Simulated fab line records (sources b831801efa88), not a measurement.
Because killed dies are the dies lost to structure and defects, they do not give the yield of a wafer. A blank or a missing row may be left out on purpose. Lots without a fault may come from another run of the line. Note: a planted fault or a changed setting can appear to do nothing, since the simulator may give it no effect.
fab line records -- flow sky130
record: lots: 6, wafers: 18, lastDay: 49
route steps=708 shown RES_XHIGH@339 SD_N@342 SD_P@359 PAD_OPEN@708
lots that met no fault: from a run of the same line without faults
startH: the number of hours between the record's first day and the start of the first shown wafer of the lot -- waitH: how many hours have passed since the lot's step before this one -- " unchanged from the row above -- L1.1+2: a single row standing in for several wafers -- - either no value or no given start -- * or withheld: withheld -- < > ~ a bound
route shown NAME@n: a module of which the file shows steps, and the number in the route of the first -- usual: mean and standard deviation over wafers with no fault -- same: alike in all rows -- chamber/n: place in a boat -- sites: per-site readings -- _std_site: the standard deviation of these -- _edge_site: the outer-site mean with the inner-site mean subtracted -- radiusMm: for every site, how far away it sits from the centre of the wafer -- mask NAME#n: copy n -- behind: the last tool/chamber to shape the wafer -- hold: cause of the lot's hold/its duration in hours/its outcome -- device: transistor that didn't switch, given as n, p or np -- end of line: tests run on the same wafers once the route is complete -- a step given without rows: its recipe and nothing more -- killed: the dies lost at the first sort to structure and to defects; this is not the yield of the wafer -- map: the dies of a wafer, with x for killed, . for not killed, _ for no die there
set.NAME: the setting that was run; set.NAME@STEP: the one run at that earlier step -- model.NAME: the simulator's own value behind a step, which no gauge read
a table for each step, a row for each wafer; lots at some steps of the route
services: the hour from which a tool's chamber was out of use, counted from the record's first day as startH (under 0 if before that day), plus the number of hours and why
== steps ==
step: SKY_RES_XHIGH_IMPLANT_07
recipe: species: BF2, energyKev: 20, doseCm2: 3.6e+14, tiltDeg: 0
step: SKY_RES_XHIGH_STRIP_08
recipe: chemistry: O2/N2, powerW: 1400, pressureMtorr: 1500, platenTempC: withheld, o2FlowSccm: 3000, n2FlowSccm: 300, overashFraction: 0.5
usual: drypumpMotorCurrentA: 5.3/0.4, oesProductAu: 0.711/0.0043, stripTimeToEndpointS: 14.27/0.039
lot.wafer,tool,chamber,startH,waitH,drypumpMotorCurrentA,oesProductAu,rfHoursCounterH,stripTimeToEndpointS
L867.1,plasmaAsher-01,0,624.05,0.1,4.8,0.712,20,14.27
L867.4,plasmaAsher-01,1,624.05,0.1,5.5,0.701,-,14.30
L867.5,plasmaAsher-01,1,624.05,0.1,5.4,0.713,-,14.27
L872.1,plasmaAsher-01,1,662.15,0.1,5.4,0.706,25,14.29
L872.3,plasmaAsher-01,0,662.15,0.1,4.8,0.711,-,14.31
L872.5,plasmaAsher-01,1,662.15,0.1,5.4,0.708,-,14.29
L873.1,plasmaAsher-03,0,668.27,0.1,6.0,0.718,98,14.36
L873.2,plasmaAsher-03,1,668.27,0.1,5.9,0.710,98,14.31
L873.3,plasmaAsher-03,0,668.27,0.1,6.0,0.710,-,14.33
L876.4,plasmaAsher-03,1,694.45,0.1,5.9,0.711,-,14.26
L876.5,plasmaAsher-03,0,694.45,0.1,6.0,0.709,-,14.23
L876.6,plasmaAsher-03,1,694.45,0.1,5.9,0.716,-,14.24
L885.2,plasmaAsher-03,1,765.86,0.1,5.9,0.710,2,14.25
L885.3,plasmaAsher-03,1,765.86,0.1,5.9,0.710,-,14.28
L885.5,plasmaAsher-03,1,765.86,0.1,5.9,0.708,-,14.23
L886.2,plasmaAsher-01,1,768.96,0.1,5.4,0.707,37,14.21
L886.3,plasmaAsher-01,1,768.96,0.1,5.4,0.706,-,14.24
L886.4,plasmaAsher-01,0,768.96,0.1,4.8,0.714,-,14.31
step: SKY_RES_XHIGH_TW_MEAS_09
usual: RES_XHIGH_TW: 1621/14
lot.wafer,tool,chamber,startH,waitH,RES_XHIGH_TW
L867.1,filmMetro-03,-,624.15,0.1,1619
L867.4,filmMetro-03,-,624.15,0.1,1622
L867.5,filmMetro-03,-,624.15,0.1,1617
L872.1,filmMetro-03,-,662.25,0.1,1617
L872.3,filmMetro-03,-,662.25,0.1,1622
L872.5,filmMetro-03,-,662.25,0.1,1628
L873.1,filmMetro-01,-,668.37,0.1,1620
L873.2,filmMetro-01,-,668.37,0.1,1604
L873.3,filmMetro-01,-,668.37,0.1,1607
L876.4,filmMetro-01,-,694.54,0.1,1619
L876.5,filmMetro-01,-,694.54,0.1,1619
L876.6,filmMetro-01,-,694.54,0.1,1615
L885.2,filmMetro-03,-,765.97,0.1,1611
L885.3,filmMetro-03,-,765.97,0.1,1606
L885.5,filmMetro-03,-,765.97,0.1,1601
L886.2,filmMetro-01,-,769.07,0.1,1612
L886.3,filmMetro-01,-,769.07,0.1,1617
L886.4,filmMetro-01,-,769.07,0.1,1617
step: SKY_SD_N_DEHYDRATE_00
recipe: tempC: 200, timeS: 60
step: SKY_SD_N_HMDS_01
recipe: primeTimeS: 60, primeTempC: 120
step: SKY_SD_N_COAT_02
recipe: resist: NOVOLAK, spinRpm: 3000, resistThkNm: 1140
step: SKY_SD_N_SOFTBAKE_03
recipe: tempC: 90, timeS: 60, resist: NOVOLAK
step: SKY_SD_N_EXPOSE_04
recipe: maskId: NSDM, na: 0.6, sourceShape: conventional, sigmaOuter: 0.6, polarization: unpolarized, targetCdNm: 380, doseMj: 141
step: SKY_SD_N_PEB_05
recipe: tempC: withheld, timeS: *, resist: NOVOLAK
step: SKY_SD_N_DEVELOP_06
recipe: resist: NOVOLAK, developer: TMAH, developTimeS: 60, devTempC: 23
step: SKY_SD_N_CD_MEAS_07
recipe: targetCdNm: 380
usual: cdNm: 380.3/2.8
lot.wafer,tool,chamber,startH,waitH,cdNm
L867.1,cdSem-01,-,652.31,0.1,378.1
L867.4,cdSem-01,-,652.31,0.1,379.3
L867.5,cdSem-01,-,652.31,0.1,381.9
L872.1,cdSem-02,-,690.57,0.1,385.6
L872.3,cdSem-02,-,690.57,0.1,386.9
L872.5,cdSem-02,-,690.57,0.1,385.6
L873.1,cdSem-02,-,696.31,0.1,378.7
L873.2,cdSem-02,-,696.31,0.1,377.2
L873.3,cdSem-02,-,696.31,0.1,378.2
L876.4,cdSem-02,-,722.48,0.1,384.8
L876.5,cdSem-02,-,722.48,0.1,385.2
L876.6,cdSem-02,-,722.48,0.1,385.8
L885.2,cdSem-01,-,792.77,0.1,380.9
L885.3,cdSem-01,-,792.77,0.1,379.6
L885.5,cdSem-01,-,792.77,0.1,380.9
L886.2,cdSem-02,-,795.13,0.1,377.6
L886.3,cdSem-02,-,795.13,0.1,377.3
L886.4,cdSem-02,-,795.13,0.1,379.0
step: SKY_SD_N_OVL_MEAS_08
usual: SD_N_OVL: -0.8/1.7
lot.wafer,tool,chamber,startH,waitH,SD_N_OVL[nm]
L867.1,overlay-01,-,652.43,0.1,2.4
L867.4,overlay-01,-,652.43,0.1,2.4
L867.5,overlay-01,-,652.43,0.1,-0.9
L872.1,overlay-02,-,690.69,0.1,2.1
L872.3,overlay-02,-,690.69,0.1,4.3
L872.5,overlay-02,-,690.69,0.1,3.0
L873.1,overlay-02,-,696.43,0.1,1.2
L873.2,overlay-02,-,696.43,0.1,1.1
L873.3,overlay-02,-,696.43,0.1,-0.4
L876.4,overlay-01,-,722.56,0.1,0.7
L876.5,overlay-01,-,722.56,0.1,2.5
L876.6,overlay-01,-,722.56,0.1,0.8
L885.2,overlay-02,-,792.87,0.1,-1.3
L885.3,overlay-02,-,792.87,0.1,-2.6
L885.5,overlay-02,-,792.87,0.1,0.4
L886.2,overlay-02,-,795.24,0.1,-0.7
L886.3,overlay-02,-,795.24,0.1,-1.2
L886.4,overlay-02,-,795.24,0.1,0.7
step: SKY_SD_N_IMPLANT_09
recipe: species: As, energyKev: 50, doseCm2: 4e+15, tiltDeg: 0
usual: beamEnergyKeV: 50.004/0.016, beamOnS: 20.1/0.95, faradayCurrentUA: 10934/520
lot.wafer,tool,chamber,startH,waitH,beamEnergyKeV,beamOnS,faradayCurrentUA,model.implant.rpNm,model.implant.drpNm
L867.1,implanter-01,0,652.47,0.0,49.991,20.9,10508,31.73,14.11
L867.4,implanter-01,0,652.47,0.0,49.999,20.4,10714,31.73,14.11
L867.5,implanter-01,0,652.47,0.0,50.006,20.9,10523,31.73,14.11
L872.1,implanter-02,0,690.73,0.0,50.031,18.4,11873,33.27,14.11
L872.3,implanter-02,0,690.73,0.0,50.031,18.4,11922,33.27,14.11
L872.5,implanter-02,0,690.73,0.0,50.013,17.9,12232,33.27,14.11
L873.1,implanter-04,0,696.47,0.0,50.004,20.1,10876,31.97,14.11
L873.2,implanter-04,0,696.47,0.0,49.987,21.3,10373,31.97,14.11
L873.3,implanter-04,0,696.47,0.0,49.998,20.7,10690,31.97,14.11
L876.4,implanter-02,0,722.65,0.1,49.987,18.6,11794,31.43,14.11
L876.5,implanter-02,0,722.65,0.1,49.996,18.8,11611,31.43,14.11
L876.6,implanter-02,0,722.65,0.1,49.997,18.5,11835,31.43,14.11
L885.2,implanter-01,0,792.93,0.0,52.491,20.8,10571,34.04,14.64
L885.3,implanter-01,0,792.93,0.0,52.487,20.3,10838,34.04,14.64
L885.5,implanter-01,0,792.93,0.0,52.484,20.8,10629,34.04,14.64
L886.2,implanter-01,0,795.29,0.0,52.489,20.6,10723,33.07,14.64
L886.3,implanter-01,0,795.29,0.0,52.497,21.0,10424,33.07,14.64
L886.4,implanter-01,0,795.29,0.0,52.496,20.6,10685,33.07,14.64
step: SKY_SD_N_IMPLANT_10
recipe: species: P, energyKev: 20, doseCm2: 1e+14, tiltDeg: 0
step: SKY_SD_N_STRIP_11
recipe: chemistry: O2/N2, powerW: 1400, pressureMtorr: 1500, platenTempC: withheld, o2FlowSccm: 3000, n2FlowSccm: 300, overashFraction: 0.5
usual: drypumpMotorCurrentA: 5.3/0.32, oesProductAu: 0.527/0.0047, stripTimeToEndpointS: 22.54/0.053
lot.wafer,tool,chamber,startH,waitH,drypumpMotorCurrentA,oesProductAu,rfHoursCounterH,stripTimeToEndpointS
L867.1,plasmaAsher-01,0,652.77,0.1,4.8,0.527,24,22.65
L867.4,plasmaAsher-01,1,652.77,0.1,5.4,0.529,-,22.60
L867.5,plasmaAsher-01,1,652.77,0.1,5.4,0.531,-,22.60
L872.1,plasmaAsher-01,1,691.03,0.1,5.4,0.516,28,22.42
L872.3,plasmaAsher-01,1,691.03,0.1,5.4,0.524,-,22.42
L872.5,plasmaAsher-01,0,691.03,0.1,4.8,0.523,-,22.42
L873.1,plasmaAsher-01,0,696.77,0.1,4.8,0.519,29,22.47
L873.2,plasmaAsher-01,1,696.77,0.1,5.4,0.529,29,22.50
L873.3,plasmaAsher-01,1,696.77,0.1,5.4,0.533,-,22.50
L876.4,plasmaAsher-01,1,722.91,0.1,5.4,0.521,-,22.60
L876.5,plasmaAsher-01,1,722.91,0.1,5.4,0.518,-,22.56
L876.6,plasmaAsher-01,0,722.91,0.1,4.8,0.530,-,22.58
L885.2,plasmaAsher-04,0,793.20,0.1,5.1,0.525,85,23.05
L885.3,plasmaAsher-04,1,793.20,0.1,5.3,0.522,-,23.01
L885.5,plasmaAsher-04,1,793.20,0.1,5.3,0.517,-,23.04
L886.2,plasmaAsher-01,0,795.57,0.1,4.8,0.523,40,22.96
L886.3,plasmaAsher-01,1,795.57,0.1,5.4,0.522,-,23.01
L886.4,plasmaAsher-01,0,795.57,0.1,4.8,0.526,-,22.98
step: SKY_SD_N_TW_MEAS_12
usual: SD_N_TW: 3934/39
lot.wafer,tool,chamber,startH,waitH,SD_N_TW
L867.1,filmMetro-03,-,652.87,0.1,3909
L867.4,filmMetro-03,-,652.87,0.1,3898
L867.5,filmMetro-03,-,652.87,0.1,3901
L872.1,filmMetro-01,-,691.13,0.1,3920
L872.3,filmMetro-01,-,691.13,0.1,3943
L872.5,filmMetro-01,-,691.13,0.1,3924
L873.1,filmMetro-02,-,696.87,0.1,3992
L873.2,filmMetro-02,-,696.87,0.1,3996
L873.3,filmMetro-02,-,696.87,0.1,3983
L876.4,filmMetro-03,-,723.01,0.1,3943
L876.5,filmMetro-03,-,723.01,0.1,3927
L876.6,filmMetro-03,-,723.01,0.1,3916
L885.2,filmMetro-03,-,793.31,0.1,3984
L885.3,filmMetro-03,-,793.31,0.1,3981
L885.5,filmMetro-03,-,793.31,0.1,3992
L886.2,filmMetro-01,-,795.68,0.1,3935
L886.3,filmMetro-01,-,795.68,0.1,3941
L886.4,filmMetro-01,-,795.68,0.1,3937
step: SKY_SD_N_CLEAN_13
recipe: chemistry: SC1/SC2, mix: 1:4:20, tempC: 70, timeS: 150, dry: n2Spin
step: SKY_SD_N_RTA_14
recipe: tempC: 1075, timeS: 2, idleTempC: 650, rampUpCPerS: 150, rampDownCPerS: 90, ambient: N2
usual: annealTempCMax: 1081.0/1.9, lampPowerPct: 15.73/0.054, rampUpCPerS: 150.00/0.026, wafer_temp_C_max: 1078.2/1.2
same: timeS: 2
lot.wafer,tool,chamber,startH,waitH,annealTempCMax,lampPowerPct,rampUpCPerS,wafer_temp_C_max
L867.1,rtpAnneal-01,0,653.03,0.0,1082.2,15.78,149.94,1077.8
L867.4,rtpAnneal-01,0,653.03,0.0,1081.8,15.65,149.99,1079.0
L867.5,rtpAnneal-01,0,653.03,0.0,1080.1,15.67,149.99,1078.6
L872.1,rtpAnneal-02,0,691.24,0.0,1078.4,15.69,150.02,1082.8
L872.3,rtpAnneal-02,0,691.24,0.0,1079.0,15.73,150.00,1077.5
L872.5,rtpAnneal-02,0,691.24,0.0,1079.3,15.77,149.99,1078.3
L873.1,rtpAnneal-01,0,697.04,0.0,1085.6,15.68,149.95,1076.5
L873.2,rtpAnneal-01,0,697.04,0.0,1082.7,15.83,149.98,1079.9
L873.3,rtpAnneal-01,0,697.04,0.0,1083.3,15.74,150.02,1078.6
L876.4,rtpAnneal-02,0,723.12,0.0,1078.2,15.70,150.02,1077.7
L876.5,rtpAnneal-02,0,723.12,0.0,1079.4,15.72,149.98,1078.1
L876.6,rtpAnneal-02,0,723.12,0.0,1078.8,15.78,150.01,1077.7
L885.2,rtpAnneal-01,0,793.43,0.0,1082.2,15.70,149.99,1078.4
L885.3,rtpAnneal-01,0,793.43,0.0,1082.7,15.79,149.98,1074.8
L885.5,rtpAnneal-01,0,793.43,0.0,1084.0,15.72,149.98,1079.3
L886.2,rtpAnneal-02,0,795.79,0.0,1079.2,15.70,149.99,1076.6
L886.3,rtpAnneal-02,0,795.79,0.0,1080.1,15.80,149.99,1078.7
L886.4,rtpAnneal-02,0,795.79,0.0,1078.7,15.70,150.01,1078.1
step: SKY_SD_N_RS_MEAS_16
recipe: thkMeasGauge: four-point-probe
usual: SD_N_RS: 68.61/0.16
lot.wafer,tool,chamber,startH,waitH,SD_N_RS[ohm/sq]
L867.1,filmMetro-01,-,653.20,0.1,68.52
L867.4,filmMetro-01,-,653.20,0.1,68.57
L867.5,filmMetro-01,-,653.20,0.1,68.54
L872.1,filmMetro-01,-,691.41,0.1,68.63
L872.3,filmMetro-01,-,691.41,0.1,68.82
L872.5,filmMetro-01,-,691.41,0.1,68.56
L873.1,filmMetro-01,-,697.21,0.1,68.68
L873.2,filmMetro-01,-,697.21,0.1,68.51
L873.3,filmMetro-01,-,697.21,0.1,68.64
L876.4,filmMetro-01,-,723.32,0.1,68.55
L876.5,filmMetro-01,-,723.32,0.1,68.52
L876.6,filmMetro-01,-,723.32,0.1,68.32
L885.2,filmMetro-01,-,793.61,0.1,66.86
L885.3,filmMetro-01,-,793.61,0.1,66.90
L885.5,filmMetro-01,-,793.61,0.1,66.88
L886.2,filmMetro-03,-,795.97,0.1,66.87
L886.3,filmMetro-03,-,795.97,0.1,67.02
L886.4,filmMetro-03,-,795.97,0.1,66.97
step: SKY_SD_N_RS_MEAS_17
recipe: thkMeasGauge: four-point-probe
usual: SD_P_RS: 147.2/0.43
lot.wafer,tool,chamber,startH,waitH,SD_P_RS[ohm/sq]
L867.1,filmMetro-01,-,653.32,0.1,147.3
L867.4,filmMetro-01,-,653.32,0.1,146.9
L867.5,filmMetro-01,-,653.32,0.1,146.9
L872.1,filmMetro-01,-,691.53,0.1,147.5
L872.3,filmMetro-01,-,691.53,0.1,147.7
L872.5,filmMetro-01,-,691.53,0.1,147.1
L873.1,filmMetro-01,-,697.33,0.1,147.0
L873.2,filmMetro-01,-,697.33,0.1,147.3
L873.3,filmMetro-01,-,697.33,0.1,146.9
L876.4,filmMetro-01,-,723.44,0.1,146.8
L876.5,filmMetro-01,-,723.44,0.1,147.1
L876.6,filmMetro-01,-,723.44,0.1,147.0
L885.2,filmMetro-01,-,793.73,0.1,147.4
L885.3,filmMetro-01,-,793.73,0.1,147.3
L885.5,filmMetro-01,-,793.73,0.1,147.8
L886.2,filmMetro-03,-,796.09,0.1,147.8
L886.3,filmMetro-03,-,796.09,0.1,147.3
L886.4,filmMetro-03,-,796.09,0.1,147.2
step: SKY_PAD_OPEN_PROBE_99
usual: killed_at_M0_to_M3: 44/6.8, killed_at_M4_up: 3.4/2, killedAtContacts: 24/5.2, killedAtFrontEnd: 15/5.2, killedAtOther: 0.2/0.46, killedDies: 87/9.8, killedOpen: 47/7.5, killedShort: 39/6.8
same: grossDies: 492, killedAtBackSide: 0
lot.wafer,tool,chamber,startH,waitH,killed_at_M0_to_M3,killed_at_M4_up,killedAtContacts,killedAtFrontEnd,killedAtOther,killedDies,killedOpen,killedShort,model.etest.resNdiff.rsOhmSq,model.etest.resNdiffHv.rsOhmSq
L867.1,prober-02,-,1081.30,0.1,52,4,24,20,0,100,52,48,120.4,114.8
L867.4,prober-02,-,1081.45,0.2,43,3,22,18,1,87,46,41,120.4,114.9
L867.5,prober-02,-,1081.50,0.2,40,2,24,11,1,78,42,36,119.6,114.6
L872.1,prober-01,-,1107.22,0.1,49,4,17,17,0,87,47,40,117.6,111.5
L872.3,prober-01,-,1107.32,0.2,37,5,32,19,0,93,59,34,117.6,111.5
L872.5,prober-01,-,1107.42,0.2,47,4,19,17,0,87,42,45,116.6,110.5
L873.1,prober-02,-,1113.34,0.1,40,4,22,12,0,78,48,30,120.6,114.9
L873.2,prober-02,-,1113.39,0.1,31,8,22,7,0,68,32,36,120.5,114.3
L873.3,prober-02,-,1113.44,0.2,42,5,21,14,0,82,40,42,120.5,114.4
L876.4,prober-01,-,1129.83,0.2,38,2,26,9,0,75,41,34,121.3,114.5
L876.5,prober-01,-,1129.88,0.2,43,3,20,15,0,81,41,40,121.2,114.4
L876.6,prober-01,-,1129.93,0.2,44,6,19,28,0,97,59,38,121.4,114.8
L885.2,prober-02,-,1178.40,0.1,50,0,30,16,0,96,57,39,115.1,109.4
L885.3,prober-02,-,1178.45,0.2,49,3,25,19,0,96,58,38,115.7,110
L885.5,prober-02,-,1178.55,0.2,49,4,21,24,1,99,54,45,115.8,109.4
L886.2,prober-01,-,1180.79,0.1,42,3,28,8,0,81,42,39,118.1,111.8
L886.3,prober-01,-,1180.84,0.2,48,1,28,14,0,91,40,51,117.1,111.1
L886.4,prober-01,-,1180.89,0.2,39,1,28,16,0,84,50,34,117.7,111.8
killed by level:class
L867.1 VIA2:geometricParticle:open=10 CONTACT:geometricParticle:open=9 METAL1:geometricParticle:short=8 VIA1:geometricParticle:open=8 FIELD_ISO:geometricParticle:short=5 VIA1:geometricParticle:short=5 METAL2:geometricParticle:short=5 VIA3:geometricParticle:open=5
L867.4 VIA1:geometricParticle:open=14 LOCAL_INTERCONNECT:geometricParticle:short=7 POLY_GATE:geometricParticle:short=6 LI_CONTACT:geometricParticle:open=6 VIA3:geometricParticle:open=6 CONTACT:geometricParticle:open=5 VIA2:geometricParticle:open=5 VIA3:geometricParticle:short=5
L867.5 VIA1:geometricParticle:open=11 CONTACT:geometricParticle:open=10 LOCAL_INTERCONNECT:geometricParticle:short=8 VIA2:geometricParticle:open=7 VIA3:geometricParticle:open=5 FIELD_ISO:geometricParticle:short=4 LI_CONTACT:geometricParticle:open=4 METAL1:geometricParticle:short=4
L872.1 VIA3:geometricParticle:open=9 CONTACT:geometricParticle:open=8 VIA1:geometricParticle:open=7 FIELD_ISO:geometricParticle:open=6 VIA3:geometricParticle:short=6 POLY_GATE:geometricParticle:open=5 VIA1:geometricParticle:short=5 METAL3:geometricParticle:short=5
L872.3 CONTACT:geometricParticle:open=17 VIA1:geometricParticle:open=12 FIELD_ISO:geometricParticle:open=7 METAL1:geometricParticle:short=6 VIA1:geometricParticle:short=6 LI_CONTACT:geometricParticle:open=5 METAL2:geometricParticle:open=4 FIELD_ISO:geometricParticle:short=3
L872.5 VIA1:geometricParticle:open=10 VIA2:geometricParticle:open=8 VIA1:geometricParticle:short=7 METAL1:geometricParticle:short=6 CONTACT:geometricParticle:open=5 POLY_GATE:geometricParticle:short=5 LI_CONTACT:geometricParticle:open=4 LI_CONTACT:geometricParticle:short=4
L873.1 VIA3:geometricParticle:open=11 CONTACT:geometricParticle:open=10 FIELD_ISO:geometricParticle:open=6 VIA2:geometricParticle:open=6 LI_CONTACT:geometricParticle:open=5 CONTACT:geometricParticle:short=5 VIA1:geometricParticle:open=5 VIA3:geometricParticle:short=4
L873.2 VIA2:geometricParticle:open=9 CONTACT:geometricParticle:open=8 LI_CONTACT:geometricParticle:open=6 VIA1:geometricParticle:short=6 METAL2:geometricParticle:short=5 METAL1:geometricParticle:short=4 METAL4:geometricParticle:short=4 METAL4:geometricParticle:open=4
L873.3 METAL2:geometricParticle:short=11 CONTACT:geometricParticle:open=9 VIA1:geometricParticle:open=8 FIELD_ISO:geometricParticle:short=5 VIA3:geometricParticle:open=5 FIELD_ISO:geometricParticle:open=4 LI_CONTACT:geometricParticle:open=4 LOCAL_INTERCONNECT:geometricParticle:short=4
L876.4 CONTACT:geometricParticle:open=10 VIA1:geometricParticle:open=8 VIA3:geometricParticle:open=6 LI_CONTACT:geometricParticle:short=5 METAL1:geometricParticle:short=4 METAL2:geometricParticle:short=4 VIA2:geometricParticle:open=4 CONTACT:geometricParticle:short=3
L876.5 VIA1:geometricParticle:open=7 CONTACT:geometricParticle:open=7 VIA3:geometricParticle:open=7 VIA2:geometricParticle:open=6 VIA2:geometricParticle:short=6 POLY_GATE:geometricParticle:short=4 LI_CONTACT:geometricParticle:short=4 LOCAL_INTERCONNECT:geometricParticle:short=4
L876.6 CONTACT:geometricParticle:open=10 VIA1:geometricParticle:open=9 VIA2:geometricParticle:open=9 POLY_GATE:geometricParticle:open=8 VIA3:geometricParticle:open=8 FIELD_ISO:geometricParticle:open=7 FIELD_ISO:geometricParticle:short=5 METAL4:geometricParticle:short=5
L885.2 VIA1:geometricParticle:open=11 CONTACT:geometricParticle:open=9 VIA2:geometricParticle:open=9 LI_CONTACT:geometricParticle:open=8 METAL2:geometricParticle:short=7 FIELD_ISO:geometricParticle:open=6 VIA3:geometricParticle:open=6 LOCAL_INTERCONNECT:geometricParticle:short=5
L885.3 VIA1:geometricParticle:open=14 VIA3:geometricParticle:open=10 POLY_GATE:geometricParticle:open=8 CONTACT:geometricParticle:open=8 LOCAL_INTERCONNECT:geometricParticle:short=7 METAL2:geometricParticle:short=7 FIELD_ISO:geometricParticle:short=4 LI_CONTACT:geometricParticle:open=4
L885.5 VIA3:geometricParticle:open=10 FIELD_ISO:geometricParticle:open=9 VIA1:geometricParticle:open=9 VIA2:geometricParticle:open=7 FIELD_ISO:geometricParticle:short=6 LI_CONTACT:geometricParticle:open=6 METAL1:geometricParticle:short=6 VIA1:geometricParticle:short=6
L886.2 CONTACT:geometricParticle:open=16 METAL1:geometricParticle:short=8 VIA1:geometricParticle:open=7 METAL2:geometricParticle:short=6 VIA2:geometricParticle:open=5 LI_CONTACT:geometricParticle:open=4 VIA1:geometricParticle:short=4 VIA3:geometricParticle:open=4
L886.3 VIA1:geometricParticle:open=12 METAL1:geometricParticle:short=10 LI_CONTACT:geometricParticle:open=7 METAL2:geometricParticle:short=7 CONTACT:geometricParticle:open=6 LOCAL_INTERCONNECT:geometricParticle:short=5 CONTACT:geometricParticle:short=5 FIELD_ISO:geometricParticle:short=4
L886.4 CONTACT:geometricParticle:open=11 VIA1:geometricParticle:open=9 LI_CONTACT:geometricParticle:open=8 VIA2:geometricParticle:open=8 VIA3:geometricParticle:open=6 FIELD_ISO:geometricParticle:open=4 METAL2:geometricParticle:short=4 FIELD_ISO:geometricParticle:short=3
== services ==
tool,chamber,startH,hours,kind
implanter-01,-,603.43,6.5,repair
plasmaAsher-04,-,615.75,1.4,repair
plasmaAsher-04,-,627.91,2.8,pm
plasmaAsher-04,-,634.81,35.2,repair
implanter-02,-,676.76,3.1,repair
implanter-04,-,683.87,0.6,repair
implanter-04,-,721.17,3.9,repair
plasmaAsher-04,-,723.89,4.9,repair
plasmaAsher-03,-,733.75,9.0,pm
plasmaAsher-03,0,733.75,9.0,ventCycle
plasmaAsher-03,1,733.75,9.0,ventCycle
implanter-04,-,736.73,3.4,repair
plasmaAsher-03,0,742.75,-,clean
plasmaAsher-03,1,742.75,-,clean
plasmaAsher-04,-,744.11,8.0,repair
plasmaAsher-04,-,770.23,3.6,repair
implanter-02,-,785.71,7.2,pm
== key ==
firstSign: step: SKY_SD_N_IMPLANT_09, reading: beamEnergyKeV, direction: up, sigmas: 99+, usual: *, struck: *
effect: step: SKY_SD_N_STRIP_11, reading: stripTimeToEndpointS, direction: up, sigmas: 8.7, usual: *, struck: *
effect: step: SKY_SD_N_RS_MEAS_16, reading: SD_N_RS, direction: down, sigmas: 11, usual: 68.61, struck: 66.92
modelEffect: step: SKY_SD_N_IMPLANT_09, value: implant.rpNm, without: 32.24, struck: 33.55
modelEffect: step: SKY_PAD_OPEN_PROBE_99, value: etest.resNdiff.rsOhmSq, without: 119.1, struck: 116.6
metAt SKY_SD_N_IMPLANT_09
struckWafers L885.2,L885.3,L885.5,L886.2,L886.3,L886.4
testerLeftOut L885,L886
onsetBetween 652.47 792.93
fault: kind: processParameterDrift, tool: implanter-01, chamber: -, onsetH: 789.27, steps: SKY_SD_N_IMPLANT_09, channel: energyKev, offset: *, shape: step, endH: 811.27, actsIn: *, stated: *
testerLeftOut: of these lots the tester's yield and bins aren't shown, on N5 and GAA mostly nor the transistor test; their killed dies are dies lost to structure and defects alone, not to doping, threshold or leakage, so they don't give the yield
